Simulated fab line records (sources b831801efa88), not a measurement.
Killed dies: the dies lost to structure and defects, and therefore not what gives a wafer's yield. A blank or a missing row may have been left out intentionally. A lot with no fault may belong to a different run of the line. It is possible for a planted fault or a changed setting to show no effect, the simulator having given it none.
Split-lot experiment + flow gf180mcu + on a route of 602 steps: 5 lots, 23 wafers read

== ABOUT THE SPLIT ==
At GF_STI_OXIDATION_01 (stabilise 600 s, purge 300 s, target thk 10 nm), the setting ox time s was moved away from the recipe's 1418 s on 10 of the 23 wafers read, by -4.6% to +10.5%. The other wafers ran this setting at the recipe's value.

The split's own step is where the reading is taken.

== THE READING ==
SiO2_of_STI_OXIDATION_01.thk nm (the simulator's own value, which no gauge read), in nm, at GF_STI_OXIDATION_01 (stabilise 600 s, purge 300 s, target thk 10 nm). The file does not state a usual value for it. The 13 wafers here that ran the recipe average 10.057 nm, standard deviation 0.12 nm.

| wafer  | tool, chamber at the split | ox time s as run, s | against the recipe | SiO2_of_STI_OXIDATION_01.thk nm, nm | against lot-mates on the recipe |
|--------|----------------------------|---------------------|--------------------|-------------------------------------|---------------------------------|
| L076.1 | furnace-02, 0              | 1418                | recipe             | 10.17                               | -                               |
| L076.5 | furnace-02, 0              | 1418                | recipe             | 10.12                               | -                               |
| L076.6 | furnace-02, 0              | 1418                | recipe             | 10.12                               | -                               |
| L078.1 | -, -                       | 1567                | +10.5%             | 10.56                               | no lot-mate on the recipe       |
| L078.2 | -, -                       | 1567                | +10.5%             | 10.67                               | no lot-mate on the recipe       |
| L078.4 | -, -                       | 1567                | +10.5%             | 10.63                               | no lot-mate on the recipe       |
| L078.5 | -, -                       | 1567                | +10.5%             | 10.62                               | no lot-mate on the recipe       |
| L078.6 | -, -                       | 1567                | +10.5%             | 10.71                               | no lot-mate on the recipe       |
| L082.1 | -, -                       | 1418                | recipe             | 10.21                               | -                               |
| L082.2 | -, -                       | 1418                | recipe             | 10                                  | -                               |
| L082.3 | -, -                       | 1418                | recipe             | 10.16                               | -                               |
| L082.4 | -, -                       | 1418                | recipe             | 10.25                               | -                               |
| L082.5 | -, -                       | 1418                | recipe             | 10.02                               | -                               |
| L083.2 | -, -                       | 1418                | recipe             | 10.03                               | -                               |
| L083.3 | -, -                       | 1418                | recipe             | 9.946                               | -                               |
| L083.4 | -, -                       | 1418                | recipe             | 9.905                               | -                               |
| L083.5 | -, -                       | 1418                | recipe             | 9.907                               | -                               |
| L083.6 | -, -                       | 1418                | recipe             | 9.907                               | -                               |
| L084.2 | -, -                       | 1353                | -4.6%              | 9.523                               | no lot-mate on the recipe       |
| L084.3 | -, -                       | 1353                | -4.6%              | 9.644                               | no lot-mate on the recipe       |
| L084.4 | -, -                       | 1353                | -4.6%              | 9.431                               | no lot-mate on the recipe       |
| L084.5 | -, -                       | 1353                | -4.6%              | 9.333                               | no lot-mate on the recipe       |
| L084.6 | -, -                       | 1353                | -4.6%              | 9.647                               | no lot-mate on the recipe       |

THE FIT
A straight line over all 23 wafers: SiO2_of_STI_OXIDATION_01.thk nm changes by +0.0689 nm for each +1% of ox time s; r = +0.93; the points scatter about the line by 0.15 nm.
Too few moved wafers have a lot-mate on the recipe to fit a line with each lot's own level taken away.

== FILE'S OWN FIT ==
SiO2_of_STI_OXIDATION_01.thk nm changes by +0.0691 nm for each +1% of ox time s, r = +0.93.
